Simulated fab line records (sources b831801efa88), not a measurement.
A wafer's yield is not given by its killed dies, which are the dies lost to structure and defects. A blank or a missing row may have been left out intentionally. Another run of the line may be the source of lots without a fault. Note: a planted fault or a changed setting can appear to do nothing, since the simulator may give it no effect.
Which of the tools did it? ; flow sky130 ; 33 wafers from 11 lots sampled at 6 of the route's 708 steps

## WHAT THE GAUGES SHOWED, per wafer
Not one reading of a measure or inspect step in the record can be checked against a usual standard deviation.

## WHAT TOOL EACH LOT RAN ON (gives the tool, then ch and the chambers of the sampled wafers, and finally the start)
lot;SKY_CONTACT_SPUTTER_23;SKY_CONTACT_CVD_24;SKY_METAL1_SPUTTER_00;SKY_METAL1_METAL_ETCH_19;SKY_METAL1_STRIP_20;SKY_PAD_OPEN_PROBE_99
L974;pvd-sputter-03, day 30 23:11;cvd-w-01 ch 0,1, day 30 23:17;pvd-sputter-01, day 30 23:50;rie-metal-04 ch 0,1, day 32 03:14;plasma-asher-01 ch 0,1, day 32 03:19;-
L975;pvd-sputter-02, day 31 06:41;cvd-w-01 ch 0,1, day 31 06:44;pvd-sputter-03, day 31 07:20;rie-metal-02 ch 0,1, day 32 10:54;plasma-asher-02 ch 0,1, day 32 10:59;-
L976;pvd-sputter-03, day 31 18:19;cvd-w-01 ch 0,1, day 31 18:25;pvd-sputter-04, day 31 18:58;rie-metal-02 ch 0,1, day 32 22:19;plasma-asher-01 ch 0,1, day 32 22:25;-
L983;pvd-sputter-04, day 35 00:12;cvd-w-02 ch 0, day 35 00:16;pvd-sputter-03, day 35 00:51;rie-metal-02 ch 0,1, day 36 04:34;plasma-asher-04 ch 0, day 36 04:40;prober-02, day 48 11:17
L985;pvd-sputter-02, day 35 03:53;cvd-w-01 ch 0,1, day 35 03:57;pvd-sputter-03, day 35 04:32;rie-metal-02 ch 1, day 36 07:52;plasma-asher-02 ch 0,1, day 36 07:58;prober-01, day 48 12:07
L986;pvd-sputter-03, day 35 11:35;cvd-w-01 ch 0,1, day 35 11:38;pvd-sputter-04, day 35 12:14;rie-metal-01 ch 0,1, day 36 15:32;plasma-asher-04 ch 0,1, day 36 15:37;prober-01, day 48 16:58
L988;pvd-sputter-04, day 35 22:29;cvd-w-02 ch 0,1, day 35 22:34;pvd-sputter-01, day 35 23:08;rie-metal-01 ch 0,1, day 37 03:06;plasma-asher-04 ch 0,1, day 37 03:12;prober-01, day 48 22:36
L989;pvd-sputter-04, day 36 03:25;cvd-w-01 ch 0, day 36 03:28;pvd-sputter-03, day 36 04:04;rie-metal-01 ch 0,1, day 37 07:49;plasma-asher-02 ch 0,1, day 37 07:54;prober-02, day 49 02:41
L992;pvd-sputter-04, day 37 02:03;cvd-w-01 ch 0,1, day 37 02:07;pvd-sputter-03, day 37 02:42;rie-metal-04 ch 0,1, day 38 06:34;plasma-asher-01 ch 0,1, day 38 06:40;-
L993;pvd-sputter-02, day 37 13:48;cvd-w-02 ch 0,1, day 37 13:52;pvd-sputter-03, day 37 14:27;rie-metal-01 ch 0,1, day 38 17:13;plasma-asher-01 ch 0,1, day 38 17:19;prober-02, day 50 02:55
L996;pvd-sputter-04, day 38 09:38;cvd-w-01 ch 0,1, day 38 09:41;pvd-sputter-03, day 38 10:17;rie-metal-02 ch 0,1, day 39 11:46;plasma-asher-02 ch 0,1, day 39 11:51;prober-02, day 50 12:01
- SKY_CONTACT_SPUTTER_23: material TiN, target thk 20 nm, time 80 s.
- SKY_CONTACT_CVD_24: deposits W, target thk 340 nm, time 102.12 s.
- SKY_METAL1_SPUTTER_00: material Ti, target thk 15 nm, time 10 s.
- SKY_METAL1_METAL_ETCH_19: etches the open film in Cl2/BCl3, stops on SiO2, target depth 360 nm, time 78 s.
- SKY_METAL1_STRIP_20: strips in O2/N2.
- SKY_PAD_OPEN_PROBE_99

## WHAT THE TOOLS THEMSELVES READ (means of the sampled wafers that have a number; where no wafer has one, the mark that the record gives instead)
SKY_CONTACT_SPUTTER_23. Usual: throttle-valve-pct reads 30.1 % (standard deviation 1.2).
lot;tool;throttle-valve-pct (%);flag
L974;pvd-sputter-03;31.1;
L975;pvd-sputter-02;29.6;
L976;pvd-sputter-03;30.5;
L983;pvd-sputter-04;30.1;
L985;pvd-sputter-02;30.3;
L986;pvd-sputter-03;30.8;
L988;pvd-sputter-04;28.0;
L989;pvd-sputter-04;31.0;
L992;pvd-sputter-04;29.2;
L993;pvd-sputter-02;30.7;
L996;pvd-sputter-04;29.2;

SKY_CONTACT_CVD_24. Usual: heater-power-w reads 812 W (standard deviation 93).
lot;tool;heater-power-w (W);flag
L974;cvd-w-01;845;
L975;cvd-w-01;853;
L976;cvd-w-01;853;
L983;cvd-w-02;759;
L985;cvd-w-01;794;
L986;cvd-w-01;775;
L988;cvd-w-02;800;
L989;cvd-w-01;929;
L992;cvd-w-01;870;
L993;cvd-w-02;792;
L996;cvd-w-01;772;

SKY_METAL1_SPUTTER_00. Usual: throttle-valve-pct reads 30.2 % (standard deviation 1).
lot;tool;throttle-valve-pct (%);flag
L974;pvd-sputter-01;29.3;
L975;pvd-sputter-03;30.7;
L976;pvd-sputter-04;29.0;
L983;pvd-sputter-03;30.2;
L985;pvd-sputter-03;30.7;
L986;pvd-sputter-04;29.1;
L988;pvd-sputter-01;29.7;
L989;pvd-sputter-03;30.5;
L992;pvd-sputter-03;30.8;
L993;pvd-sputter-03;31.4;
L996;pvd-sputter-03;30.8;

SKY_METAL1_METAL_ETCH_19. Usual: drypump-motor-current-A 5.5 A, standard deviation 0.37; oes-product-au 0.854 a.u., standard deviation 0.0059; throttle-valve-pct 22.265 %, standard deviation 0.0078.
lot;tool;drypump-motor-current-A (A);oes-product-au (a.u.);throttle-valve-pct (%);flag
L974;rie-metal-04;5.3;0.852;22.254;
L975;rie-metal-02;5.6;0.859;22.257;
L976;rie-metal-02;5.6;0.858;22.268;
L983;rie-metal-02;5.6;0.853;22.255;
L985;rie-metal-02;5.6;0.855;22.263;
L986;rie-metal-01;5.3;0.854;22.269;
L988;rie-metal-01;5.5;0.856;22.265;
L989;rie-metal-01;5.3;0.863;22.269;
L992;rie-metal-04;5.3;0.855;22.265;
L993;rie-metal-01;5.3;0.859;22.269;
L996;rie-metal-02;5.6;0.855;22.263;

SKY_METAL1_STRIP_20. Usual: drypump-motor-current-A 5.6 A, standard deviation 0.49; oes-product-au 0.343 a.u., standard deviation 0.0049; strip-time-to-endpoint-s 2.71 s, standard deviation 0.033.
lot;tool;drypump-motor-current-A (A);oes-product-au (a.u.);strip-time-to-endpoint-s (s);flag
L974;plasma-asher-01;5.6;0.343;2.70;
L975;plasma-asher-02;6.1;0.341;2.67;
L976;plasma-asher-01;5.5;0.343;2.72;
L983;plasma-asher-04;5.0;0.353;2.92;OFF
L985;plasma-asher-02;5.6;0.355;3.03;OFF
L986;plasma-asher-04;5.4;0.344;2.71;
L988;plasma-asher-04;5.4;0.347;2.75;
L989;plasma-asher-02;5.7;0.341;2.68;
L992;plasma-asher-01;5.5;0.350;2.74;
L993;plasma-asher-01;5.6;0.340;2.71;
L996;plasma-asher-02;6.0;0.344;2.71;

SKY_PAD_OPEN_PROBE_99. Usual: defect-limited-yield 82.5 %, standard deviation 1.9; killed_at_M0_to_M3 44, standard deviation 6.6; killed_at_M4_up 3.0, standard deviation 2; killed-at-contacts 24, standard deviation 5.1; killed-at-front-end 15, standard deviation 4.1; killed-at-other 0.4, standard deviation 0.62; killed-dies 86, standard deviation 9.3; killed-open 46, standard deviation 6.8; killed-short 40, standard deviation 5.8; sort_bin_3_pad_short 0.8 %, standard deviation 0.4; sort_bin_5_function 10.3 %, standard deviation 1.4; sort_bin_6_memory 6.4 %, standard deviation 1; sort-n-pass 406, standard deviation 9.3; sort-yield-pct 82.5 %, standard deviation 1.9.
lot;tool;defect-limited-yield (%);killed_at_M0_to_M3;killed_at_M4_up;killed-at-contacts;killed-at-front-end;killed-at-other;killed-dies;killed-open;killed-short;sort_bin_3_pad_short (%);sort_bin_5_function (%);sort_bin_6_memory (%);sort-n-pass;sort-yield-pct (%);flag
L983;prober-02;84.6;40;3.3;22;10;0.3;76;37;38;0.7;9.3;5.4;416;84.6;
L985;prober-01;83.4;46;2.7;20;13;0.0;82;40;41;0.8;9.9;5.9;410;83.4;
L986;prober-01;82.2;51;2.7;17;17;0.3;88;45;42;0.9;9.5;7.4;404;82.2;
L988;prober-01;80.9;52;3.0;24;14;0.3;94;51;43;0.7;11.7;6.6;398;80.9;
L989;prober-02;82.6;38;6.7;26;15;0.0;86;43;43;0.6;10.4;6.4;406;82.6;
L993;prober-02;79.9;52;2.3;26;19;0.3;99;56;43;0.9;11.6;7.6;393;79.9;
L996;prober-02;82.2;46;2.3;23;17;0.0;88;49;38;0.8;11.6;5.4;404;82.2;

## THE ANSWER, worked out from the rows above alone
Rule: a lot counts as off when the mean over its wafers that have a number is more than 3 standard deviations away from the usual mean. A lot without any number at a reading at which 4 lots or more have one is off too. Any other lot the step has rows for is counted as sound. Order of review: gauges by route order, followed by the tools' own readings, for which a lot's mean as printed above is used. The first step at which some lot is off is used, and at that step the reading that is off furthest; a lot without a number counts as furthest.
Off: L983, L985, at SKY_METAL1_STRIP_20 (strip-time-to-endpoint-s).
A tool fits if, at that step or a process step before it, it ran every lot that is off, and no sound lot after the first of them. Of those tried, none fits.

## WHAT THE SIMULATOR PUT IN
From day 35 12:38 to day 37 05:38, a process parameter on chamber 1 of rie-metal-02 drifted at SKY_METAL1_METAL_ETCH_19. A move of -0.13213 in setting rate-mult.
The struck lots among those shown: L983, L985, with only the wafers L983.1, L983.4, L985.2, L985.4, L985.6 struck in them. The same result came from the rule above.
